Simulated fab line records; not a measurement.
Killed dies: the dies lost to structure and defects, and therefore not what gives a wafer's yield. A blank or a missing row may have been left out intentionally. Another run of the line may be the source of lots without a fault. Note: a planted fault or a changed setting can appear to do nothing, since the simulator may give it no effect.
8D (eight disciplines) problem report, filled in by code :: flow sky130 :: the parts of the form that need people (team, actions taken, sign-off) are left out

== 1. THE PROBLEM ==
Mean of heater-power-total-W at SKY_SD_P_DEHYDRATE_00: 153.89 W across 9 wafers in 3 lots; on wafers with no fault it is 160.39 W (standard deviation 0.13). Measured from the usual mean, that is -50 standard deviations.
The step: time 60 s.
First seen on wafer L103.1, day 34 03:05, on litho-track-02. Wafers with a number at this step in the record: 42, from 14 lots. Rule for "out", or "out of limits": more than 4 standard deviations from the usual mean. The other wafers with a number count as sound.

== 2. WHAT IT IS, WHAT IT ISN'T ==
question: which readings at this step
is: heater-power-total-W, plate-temp-C
is not: chill-plate-temp-C

question: which lots
is: L103, L105, L999
is not: L101, L983, L984, L985, L987, L988, L990, L991, L992, L996, L997

question: which wafers of those lots
is: all that have a number
is not: -

question: read on which tools
is: litho-track-02
is not: litho-track-03, litho-track-04

question: when
is: from day 34 03:05
is not: up to then (33 sound wafers)

== 3. WHAT RULES OUT EACH SUSPECT ==
Counting: any tool at a process step up to the reading is kept as a suspect provided that every lot that is out went through it and no sound lot did after the first of them.
- litho-track-02 at SKY_SD_P_DEHYDRATE_00 (time 60 s): kept. All lots that are out passed through it, beginning with L103 at day 34 03:05, and no sound lot followed; its final sound lot before that point was L101 at day 34 00:41. Its own readings are out on those wafers: heater-power-total-W, plate-temp-C.
After counting, what remains is litho-track-02 at SKY_SD_P_DEHYDRATE_00.

== 4. THE CAUSE (what the simulator had put in) ==
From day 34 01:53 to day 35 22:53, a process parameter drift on litho-track-02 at SKY_SD_P_DEHYDRATE_00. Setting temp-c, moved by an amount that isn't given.
After counting, this tool was the only one left.

== 5. THE CHAIN OF EFFECTS, in route order ==
Each row: a reading where the mean over the struck wafers with a number is more than 3 standard deviations away from the usual. Only readings for which the record gives a usual standard deviation are gone through. hours: the time from each lot's start at the first step in this table that gives one to its start at this step, as a median over the lots. sigmas: the change in usual standard deviations.
hours: 0
step: SKY_SD_P_DEHYDRATE_00
reading: heater-power-total-W
usual: 160.39 W
on struck wafers: 153.89
change: -6.50
sigmas: -50

hours: 0
step: SKY_SD_P_DEHYDRATE_00
reading: plate-temp-C
usual: 200.00 C
on struck wafers: 193.51
change: -6.49
sigmas: -41
The process steps in it:
- SKY_SD_P_DEHYDRATE_00: time 60 s.
Later measuring or inspecting steps at which every struck wafer that the step has a row for has a number for every such reading, and none has moved that far: SKY_SD_P_TW_MEAS_11.

== 6. HOW IT WOULD HAVE BEEN CAUGHT EARLIER ==
In this record the first reading out of limits was taken at day 34 03:05, 1 hour after the fault began at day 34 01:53.
